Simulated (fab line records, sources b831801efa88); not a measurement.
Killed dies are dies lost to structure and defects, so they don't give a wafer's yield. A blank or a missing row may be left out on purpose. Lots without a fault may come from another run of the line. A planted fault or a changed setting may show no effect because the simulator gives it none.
Which tool did it? | flow sky130 | 12 lots, 36 wafers sampled, at 2 steps of a route of 708

WHAT THE GAUGES READ, wafer by wafer
SKY_POLY_CUT_CD_MEAS_08: target cd 270 nm. Usual: cd_nm 270.1 nm, standard deviation 1.4.
lot  | measured     | on        | cd_nm (nm)        | flag
L593 | day 24 07:46 | cd_sem-01 | 270.1 270.9 270.0 |
L594 | day 25 03:55 | cd_sem-01 | 268.2 268.7 267.8 |
L595 | day 25 09:50 | cd_sem-01 | 270.4 270.8 271.5 |
L597 | day 25 23:56 | cd_sem-02 | 268.6 267.7 269.3 |
L600 | day 27 07:14 | cd_sem-01 | 269.4 269.3 268.3 |
L609 | day 30 00:59 | cd_sem-02 | 269.1 269.4 271.1 |
L610 | day 30 11:16 | cd_sem-02 | 272.1 272.6 271.5 |
L611 | day 30 16:34 | cd_sem-01 | 270.9 271.2 270.5 |
L612 | day 31 01:48 | cd_sem-01 | 270.3 268.8 270.4 |
L613 | day 31 07:07 | cd_sem-01 | 270.5 269.3 269.8 |
L614 | day 31 16:58 | cd_sem-02 | 269.4 269.8 268.2 |
L615 | day 31 19:30 | cd_sem-01 | 269.3 270.8 270.0 |

SKY_POLY_CUT_OVL_MEAS_09. Usual: POLY_CUT_OVL 0 nm, standard deviation 5.6.
lot  | measured     | on         | POLY_CUT_OVL (nm) | flag
L593 | day 24 07:53 | overlay-01 | -14 -6 -9         |
L594 | day 25 04:01 | overlay-01 | 4 5 4             |
L595 | day 25 09:58 | overlay-02 | -3 2 1            |
L597 | day 26 00:04 | overlay-01 | 0 -4 -6           |
L600 | day 27 07:20 | overlay-02 | -4 3 5            |
L609 | day 30 01:07 | overlay-01 | 1 4 7             |
L610 | day 30 11:23 | overlay-01 | 4 5 8             |
L611 | day 30 16:41 | overlay-01 | -4 -2 -2          |
L612 | day 31 01:55 | overlay-01 | -7 2 3            |
L613 | day 31 07:14 | overlay-01 | -5 -2 0           |
L614 | day 31 17:04 | overlay-02 | -7 -4 -7          |
L615 | day 31 19:37 | overlay-01 | 5 1 -1            |

WHICH TOOL RAN EACH LOT (tool, then ch and the chambers of the sampled wafers, then the start)
The record holds no process step before these readings.

WHAT THE TOOLS THEMSELVES READ (means of the sampled wafers that have a number; where no wafer has one, the mark that the record gives instead)
The record holds no such reading with a usual standard deviation.

THE ANSWER, worked out from the rows above alone
Rule: a lot is off if the mean of its wafers that have a number lies more than 3 standard deviations from the usual mean. A lot without any number at a reading at which 4 lots or more have one is off too. The other lots that the step has rows for count as sound. The gauges are gone through in route order, then the tools' own readings, and for those a lot's mean is taken as printed above. The first step at which some lot is off is used, and at that step the reading that is off furthest; a lot without a number counts as furthest.
No lot is off at any reading shown: from this, nothing can be told.

WHAT THE SIMULATOR HAD PUT IN
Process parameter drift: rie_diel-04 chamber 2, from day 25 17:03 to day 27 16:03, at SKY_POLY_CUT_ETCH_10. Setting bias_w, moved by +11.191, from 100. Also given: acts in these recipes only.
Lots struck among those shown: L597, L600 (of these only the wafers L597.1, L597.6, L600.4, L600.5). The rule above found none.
